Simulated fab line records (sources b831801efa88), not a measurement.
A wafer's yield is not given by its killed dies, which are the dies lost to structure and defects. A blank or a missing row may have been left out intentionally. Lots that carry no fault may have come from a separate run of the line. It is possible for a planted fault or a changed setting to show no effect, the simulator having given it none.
A struck lot beside a sound one :: flow sky130 :: 22 steps out of a route of 708
Sound: these wafers, L774.1, L774.2, L774.4. Wafers L785.3, L785.6 were the ones struck. The cause is named last.
Per side, at each step with rows, come the tool, then ch with its chambers, and then its first start. Under that, the readings that differ: sound wafers :: struck wafers :: difference of the means :: sigmas: that difference in standard deviations of wafers without a fault.
alike: readings whose means differ by less than 2 such deviations, and words and numbers that are the same on both sides. not compared: withheld readings, readings that some wafer has no value for, bounds like >300 that may hide the same value, and numbers for which the record gives no deviation and whose values overlap.
A row with sigmas, a row that says differs or no value, or rows on one side alone: a step with any of these is where the two part. Numbers that don't overlap but have no deviation are shown without sigmas and don't part them. A reading missing from all wafers of one side parts the sides only when that side holds two or more wafers.

first, 5 steps without rows for these wafers: SKY_VT_ADJUST_HVTR_COAT_02 (resist thk 1140 nm); SKY_VT_ADJUST_HVTR_SOFTBAKE_03 (time 60 s); SKY_VT_ADJUST_HVTR_EXPOSE_04 (exposes mask HVTRM, target cd 380 nm); SKY_VT_ADJUST_HVTR_PEB_05; SKY_VT_ADJUST_HVTR_DEVELOP_06 (develop time 60 s).
SKY_VT_ADJUST_HVTR_CD_MEAS_07: the cd target is 380 nm.
  sound: cdSem-02 at day 10 19:29; struck: cdSem-01 at day 14 03:31
  alike: cdNm
SKY_VT_ADJUST_HVTR_OVL_MEAS_08:
  sound: overlay-02 at day 10 19:37; struck: overlay-02 at day 14 03:36
  alike: VT_ADJUST_HVTR_OVL
following that, these wafers have no rows for 1 step: SKY_VT_ADJUST_HVTR_IMPLANT_09.
SKY_VT_ADJUST_HVTR_STRIP_10: strips in O2/N2.
  sound on plasmaAsher-02 ch 0,1, day 10 19:55; struck on plasmaAsher-01 ch 0,1, day 14 03:49
  alike: drypumpMotorCurrentA, oesProductAu, stripTimeToEndpointS
  not compared: rfHoursCounterH
SKY_VT_ADJUST_HVTR_TW_MEAS_11:
  sound: filmMetro-04 at day 10 20:01; struck: filmMetro-04 at day 14 03:53
  alike: VT_ADJUST_HVTR_TW
then, 2 steps without rows for these wafers: SKY_VT_ADJUST_PCH_DEHYDRATE_00 (time 60 s); SKY_VT_ADJUST_PCH_HMDS_01 (prime time 60 s).
SKY_VT_ADJUST_PCH_COAT_02: resist thk 3000 nm.
  sound on lithoTrack-02 ch 0, day 11 07:46; struck on lithoTrack-03 ch 0, day 14 16:53
reading: model.coat_of_VT_ADJUST_PCH_COAT_02.thkNm (nm)
sound: 2988 2992 2999
struck: 2904 2916
difference: -83
sigmas: 
  alike: spinSpeedRpm
then, 3 steps without rows for these wafers: SKY_VT_ADJUST_PCH_SOFTBAKE_03; SKY_VT_ADJUST_PCH_EXPOSE_04 (exposes mask NWM, target cd 840 nm); SKY_VT_ADJUST_PCH_PEB_05.
SKY_VT_ADJUST_PCH_DEVELOP_06: develop time 60 s.
  sound on lithoTrack-01 ch 0; struck on lithoTrack-03 ch 0
reading: model.coat_of_VT_ADJUST_PCH_COAT_02.thkNm (nm)
sound: 2984 2988 2995
struck: 2899 2912
difference: -84
sigmas: 
SKY_VT_ADJUST_PCH_OVL_MEAS_07:
  sound: overlay-01 at day 11 19:43; struck: overlay-02 at day 15 06:54
  alike: VT_ADJUST_PCH_OVL
following that, these wafers have no rows for 1 step: SKY_VT_ADJUST_PCH_IMPLANT_08.
SKY_VT_ADJUST_PCH_STRIP_09: strips in O2/N2.
  sound on plasmaAsher-01 ch 0,1, day 11 19:54; struck on plasmaAsher-01 ch 0,1, day 15 07:07
reading: stripTimeToEndpointS (s)
sound: 36.79 36.81 36.89
struck: 35.82 35.96
difference: -0.94
sigmas: -8
  alike: drypumpMotorCurrentA, oesProductAu
  not compared: rfHoursCounterH
SKY_VT_ADJUST_PCH_TW_MEAS_10:
  sound: filmMetro-02 at day 11 20:00; struck: filmMetro-03 at day 15 07:12
  alike: VT_ADJUST_PCH_TW
-- record jumps: 35 days separate the struck wafers' starts on either side; left off in module VT_ADJUST_PCH, taken up again in module PAD_OPEN, whose first shown step is the route's number 708 --
SKY_PAD_OPEN_PROBE_99:
  only the struck wafers here have rows in the record (prober-02, day 50 03:47); the sound ones have none

WHERE THEY PART
At SKY_VT_ADJUST_PCH_STRIP_09 first; at SKY_PAD_OPEN_PROBE_99 last (within this record only).

WHY: what had been put in by the simulator
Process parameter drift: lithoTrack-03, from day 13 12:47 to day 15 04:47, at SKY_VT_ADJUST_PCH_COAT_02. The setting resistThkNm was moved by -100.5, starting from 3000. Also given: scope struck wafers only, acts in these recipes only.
